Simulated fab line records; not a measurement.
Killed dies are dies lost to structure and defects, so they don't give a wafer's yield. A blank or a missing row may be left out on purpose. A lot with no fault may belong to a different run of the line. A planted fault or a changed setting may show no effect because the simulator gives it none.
The tool behind it: which one? + flow gf180mcu + 29 wafers from 10 lots sampled at 2 of the route's 602 steps

WHAT EACH GAUGE READ, for each wafer
The record holds no reading of a measuring or inspecting step that can be judged against a usual standard deviation.

WHICH TOOL RAN EACH LOT (tool, then ch and the chambers of the sampled wafers, then the start)
| lot  | GF_STI_ETCH_14                  | GF_STI_STRIP_15                     |
|------|---------------------------------|-------------------------------------|
| L475 | rie si-02 ch 1,2,3, day 2 01:34 | plasma asher-01 ch 0,1, day 2 01:40 |
| L476 | rie si-02 ch 0,1, day 2 06:28   | plasma asher-04 ch 0,1, day 2 06:34 |
| L478 | rie si-02 ch 0,1, day 2 17:39   | plasma asher-04 ch 0,1, day 2 17:43 |
| L483 | rie si-02 ch 0,2,3, day 3 20:41 | plasma asher-03 ch 0,1, day 3 20:46 |
| L487 | rie si-01 ch 1,2,3, day 4 21:07 | plasma asher-01 ch 0,1, day 4 21:13 |
| L489 | rie si-01 ch 2,3, day 5 04:04   | plasma asher-04 ch 0,1, day 5 04:08 |
| L494 | rie si-01 ch 0,1,3, day 6 03:40 | plasma asher-04 ch 0,1, day 6 03:44 |
| L496 | rie si-02 ch 0,3, day 6 13:16   | plasma asher-04 ch 0,1, day 6 13:22 |
| L497 | rie si-02 ch 0,1,2, day 6 19:01 | plasma asher-04 ch 0,1, day 6 19:05 |
| L498 | rie si-01 ch 0,2,3, day 7 01:07 | plasma asher-03 ch 0,1, day 7 01:11 |
- GF_STI_ETCH_14: etches Si in HBr/Cl2/O2, target depth 360 nm, time 102.9 s.
- GF_STI_STRIP_15: strips in O2/N2.

AS READ BY THE TOOLS THEMSELVES (means over the sampled wafers that have a number; for cases with no such wafer, the mark the record gives instead)
GF_STI_ETCH_14. Usual: drypump motor current A 5.55 A, standard deviation 0.23; oes product au 1.007 a.u., standard deviation 0.011; run length s 131.2 s, standard deviation 0.45; throttle valve pct 25.652 %, standard deviation 0.011.
| lot  | tool      | drypump motor current A (A) | oes product au (a.u.) | run length s (s) | throttle valve pct (%) | flag |
|------|-----------|-----------------------------|-----------------------|------------------|------------------------|------|
| L475 | rie si-02 | 5.68                        | 1.008                 | 131.1            | 25.649                 |      |
| L476 | rie si-02 | 5.45                        | 1.015                 | 131.2            | 25.646                 |      |
| L478 | rie si-02 | 5.41                        | 1.015                 | 109.3            | 25.648                 | OFF  |
| L483 | rie si-02 | 5.55                        | 1.007                 | 116.8            | 25.659                 | OFF  |
| L487 | rie si-01 | 5.48                        | 1.005                 | 130.9            | 25.653                 |      |
| L489 | rie si-01 | 5.41                        | 1.008                 | 131.5            | 25.652                 |      |
| L494 | rie si-01 | 5.48                        | 1.013                 | 131.2            | 25.657                 |      |
| L496 | rie si-02 | 5.42                        | 1.002                 | 131.6            | 25.651                 |      |
| L497 | rie si-02 | 5.45                        | 1.014                 | 131.2            | 25.645                 |      |
| L498 | rie si-01 | 5.42                        | 1.011                 | 131.3            | 25.645                 |      |

GF_STI_STRIP_15. Usual: drypump motor current A 5.4 A, standard deviation 0.55; heater power w 320 W, standard deviation 43; oes product au 0.384 a.u., standard deviation 0.0047; strip time to endpoint s 3.72 s, standard deviation 0.06.
| lot  | tool            | drypump motor current A (A) | heater power w (W) | oes product au (a.u.) | strip time to endpoint s (s) | flag |
|------|-----------------|-----------------------------|--------------------|-----------------------|------------------------------|------|
| L475 | plasma asher-01 | 5.4                         | 289                | 0.387                 | 3.72                         |      |
| L476 | plasma asher-04 | 5.2                         | 298                | 0.383                 | 3.67                         |      |
| L478 | plasma asher-04 | 5.4                         | 298                | 0.397                 | 3.94                         | OFF  |
| L483 | plasma asher-03 | 5.6                         | 399                | 0.395                 | 3.84                         |      |
| L487 | plasma asher-01 | 5.1                         | 311                | 0.387                 | 3.76                         |      |
| L489 | plasma asher-04 | 5.2                         | 307                | 0.376                 | 3.69                         |      |
| L494 | plasma asher-04 | 5.2                         | 302                | 0.380                 | 3.73                         |      |
| L496 | plasma asher-04 | 5.2                         | 297                | 0.383                 | 3.71                         |      |
| L497 | plasma asher-04 | 5.6                         | 307                | 0.385                 | 3.71                         |      |
| L498 | plasma asher-03 | 5.6                         | 366                | 0.384                 | 3.80                         |      |

THE ANSWER, worked out from the rows above alone
Rule: a lot is off if the mean of its wafers that have a number lies more than 3 standard deviations from the usual mean. Also off: a lot with no number at a reading for which 4 or more lots have one. The other lots that the step has rows for count as sound. After the gauges, taken in route order, come the tools' own readings; for these a lot's mean is taken, as printed above. At the first step where some lot is off, the reading lying furthest off is the one used; lots without a number count as furthest.
Off, at GF_STI_ETCH_14 on run length s: L478, L483.
If a tool, at that step or one of the process steps before it, ran each lot that is off and ran no sound lot following the first of them, it fits. Of those tried, none fits.

WHAT THE SIMULATOR PUT IN
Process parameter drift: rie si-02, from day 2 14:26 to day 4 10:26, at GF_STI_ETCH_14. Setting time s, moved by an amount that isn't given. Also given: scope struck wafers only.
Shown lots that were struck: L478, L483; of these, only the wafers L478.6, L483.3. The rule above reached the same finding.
